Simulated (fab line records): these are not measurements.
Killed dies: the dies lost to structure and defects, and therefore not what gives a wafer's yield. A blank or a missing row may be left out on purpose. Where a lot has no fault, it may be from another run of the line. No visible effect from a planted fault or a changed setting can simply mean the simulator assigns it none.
Matching of chambers | flow sky130 | 4 sister chambers for SKY_POLY_GATE_ETCH_15 on rie diel-04
The step etches BARC in N2/H2, stops on SiO2, time 118.5 s, target depth 110 nm. 4 wafers are shown with their chamber, then 7 later ones without.

== WAFERS, EACH WITH ITS CHAMBER ==
wafer  | chamber | drypump motor current A (A)
L557.2 | 0       | 6.2
L557.3 | 2       | 5.1
L557.4 | 1       | 5.5
L560.4 | 3       | 5.7

== WAFERS WHOSE CHAMBER IS MISSING ==
wafer  | drypump motor current A (A)
L560.5 | 6.3
L563.2 | 5.5
L563.5 | 6.2
L563.6 | 5.2
L565.2 | 6.2
L565.4 | 5.7
L565.5 | 5.2

== WHICH CHAMBER EACH WENT THROUGH ==
wafer  | from the rows above | in truth
L560.5 | 0                   | 0
L563.2 | 1                   | 1
L563.5 | 0                   | 0
L563.6 | 2                   | 2
L565.2 | 0                   | 0
L565.4 | 3                   | 3
L565.5 | 2                   | 2
Correctly placed: 7 of 7. Can't be placed from these rows: 0. 0 placed wrongly.
How it was worked out, from the rows above alone: a wafer's distance from a chamber is the root of the sum, over the readings, of the square of ((its reading less the chamber's mean) divided by the reading's scatter). The wafer belongs to the nearest chamber; if the next one is less than 2 further off, it can't be placed. The mean given for a chamber averages the wafers shown for that chamber. The scatter (one wafer shown for each chamber): square how far every hidden wafer sits from the nearest shown wafer, average those squares and take the square root.
